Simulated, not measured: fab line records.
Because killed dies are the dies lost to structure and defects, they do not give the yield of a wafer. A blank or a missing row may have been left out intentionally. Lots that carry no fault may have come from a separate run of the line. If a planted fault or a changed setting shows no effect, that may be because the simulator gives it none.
A struck lot beside a sound one || flow sky130 || 15 steps out of a route of 708
Sound: these wafers, L352.2, L352.5, L352.6. Struck: wafer L357.3. (L357.4, L357.5 of the same lot were not struck and are left out.) The cause comes at the end.
Each step with rows lists, per side, the tool, then ch with its chambers, then its first start. Under that, the readings that differ: sound wafers || struck wafers || difference of the means || sigmas: that difference in standard deviations of wafers without a fault.
alike: words and numbers the same on both sides, and readings whose means are apart by under 2 such deviations; not compared: readings that were withheld, readings missing a value for some wafer, numbers with overlapping values and no deviation given by the record, and bounds like >300 which may hide the same value.
The two part at a step that has a row with sigmas, a row that says differs or no value, or rows on one side only. When numbers do not overlap yet have no deviation, they are printed without sigmas and do not part them. Lack of a reading on every wafer of one side parts them only where that side has two or more wafers.

SKY_METAL4_METAL_ETCH_18: etches the open film in Cl2/BCl3, stops on SiO2, target depth 845 nm, time 183.1 s.
  sound on rieMetal-01 ch 0,1, day 43 20:52; struck on rieMetal-01 ch 1, day 45 06:25
{"reading": "throttleValvePct (%)", "sound": "22.270 22.257 22.266", "struck": 22.284, "difference": "+0.020", "sigmas": "+2"}
  alike: biasW, chamberPressureMTorr, drypumpMotorCurrentA, oesProductAu
  not compared: rfHoursCounterH
SKY_METAL4_STRIP_19: strips in O2/N2.
  sound on plasmaAsher-01 ch 0,1, day 43 21:02; struck on plasmaAsher-02 ch 1, day 45 06:34
  alike: chamberPressureMTorr, drypumpMotorCurrentA, oesProductAu, stripTimeToEndpointS
  not compared: rfHoursCounterH
then, 4 steps without rows for these wafers: SKY_METAL4_STRIP_20 (strips in post etch residue remover, time 1200 s); SKY_METAL4_CLEAN_21 (cleans in IPA, time 180 s); SKY_METAL4_CLEAN_22 (cleans in O3/DIW); SKY_VIA4_HDPCVD_00 (deposits SiO2, target thk 1750 nm, time 291.7 s).
SKY_VIA4_THK_MEAS_01:
  struck on filmMetro-02, day 45 07:20; sound on filmMetro-02, day 43 21:52
  alike: VIA4_HDPCVD_THK
SKY_VIA4_CMP_02: polishes SiO2.
  sound on cmp-02 ch 2,3, day 43 21:58; struck on cmp-02 ch 2, day 45 07:49
{"reading": "motorCurrentA (A)", "sound": "14.1 12.7 10.8", "struck": 10.3, "difference": -2.2, "sigmas": -3}
SKY_VIA4_BOW_MEAS_03:
  struck on filmMetro-01, day 45 08:09; sound on filmMetro-03, day 43 22:14
  alike: VIA4_BOW
then, 3 steps without rows for these wafers: SKY_VIA4_DEHYDRATE_04 (time 60 s); SKY_VIA4_HMDS_05 (prime time 60 s); SKY_VIA4_COAT_06 (resist thk 1140 nm).
SKY_VIA4_SOFTBAKE_07: time 60 s.
  sound on lithoTrack-03 ch 0, day 44 09:13; struck on lithoTrack-01 ch 0, day 45 19:58
{"reading": "runLengthS (s)", "sound": "89.46 89.53 89.40", "struck": 96.29, "difference": "+6.83", "sigmas": "+34"}
then, 1 step without rows for these wafers: SKY_VIA4_EXPOSE_08 (exposes mask VIM4, target cd 800 nm).
-- the record jumps here: 3 days lie between the struck wafers' starts before and after (it left off in module VIA4 and takes up again in module PAD_OPEN, whose first step shown is number 708 of the route) --
SKY_PAD_OPEN_PROBE_99:
  struck on prober-02, day 49 02:47; sound on prober-01, day 47 18:58
  alike: defectLimitedYield, killed_at_M0_to_M3, killed_at_M4_up, killedAtContacts, killedAtFrontEnd, killedAtOther, killedDies, killedOnRim, killedOpen, killedShort, sort_bin_3_pad_short, sort_bin_5_function, sort_bin_6_memory, sortNPass, sortYieldPct

## WHERE THEY PART
At SKY_METAL4_METAL_ETCH_18 first; at SKY_VIA4_SOFTBAKE_07 last (within this record only). Later steps at which nothing parts them and some readings are alike: SKY_PAD_OPEN_PROBE_99.

WHY: what the simulator had put in
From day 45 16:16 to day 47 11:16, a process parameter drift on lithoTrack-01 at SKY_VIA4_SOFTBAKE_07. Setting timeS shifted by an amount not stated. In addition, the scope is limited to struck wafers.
